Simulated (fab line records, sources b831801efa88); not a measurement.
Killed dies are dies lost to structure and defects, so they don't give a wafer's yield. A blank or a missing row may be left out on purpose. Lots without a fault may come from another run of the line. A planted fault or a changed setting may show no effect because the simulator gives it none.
Chamber matching | flow gf180mcu | GF_V3_CMP_04 on cmp-01: 4 sister chambers
The step polishes SiO2. 4 wafers are shown with their chamber, then 8 later ones without.

WAFERS WITH THEIR CHAMBER
wafer  | chamber | motor_current_A (A)
L744.1 | 1       | 12.6
L744.3 | 2       | 12.7
L747.6 | 0       | 10.8
L754.1 | 3       | 10.6

WAFERS WITHOUT THEIR CHAMBER
wafer  | motor_current_A (A)
L754.3 | 12.4
L754.5 | 12.1
L758.2 | 10.6
L758.3 | 12.8
L758.5 | 12.2
L759.1 | 13.0
L759.5 | 12.3
L759.6 | 11.3

WHICH CHAMBER EACH WENT THROUGH
wafer  | from the rows above     | in truth
L754.3 | can't be placed: 1 or 2 | 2
L754.5 | can't be placed: 1 or 2 | 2
L758.2 | can't be placed: 3 or 0 | 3
L758.3 | can't be placed: 2 or 1 | 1
L758.5 | can't be placed: 1 or 2 | 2
L759.1 | can't be placed: 2 or 1 | 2
L759.5 | can't be placed: 1 or 2 | 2
L759.6 | can't be placed: 0 or 3 | 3
Placed correctly: 0 of 8. Can't be placed from these rows: 8 (the true chamber is among the candidates in 8). Placed wrongly: 0.
How it was worked out, from the rows above alone: a wafer's distance from a chamber is the root of the sum, over the readings, of the square of ((its reading less the chamber's mean) divided by the reading's scatter). The wafer belongs to the nearest chamber; if the next one is less than 2 further off, it can't be placed. A chamber's mean is the mean of its shown wafers. The scatter: with one shown wafer a chamber, the root of the mean of the squares of how far each hidden wafer lies from its nearest shown one.
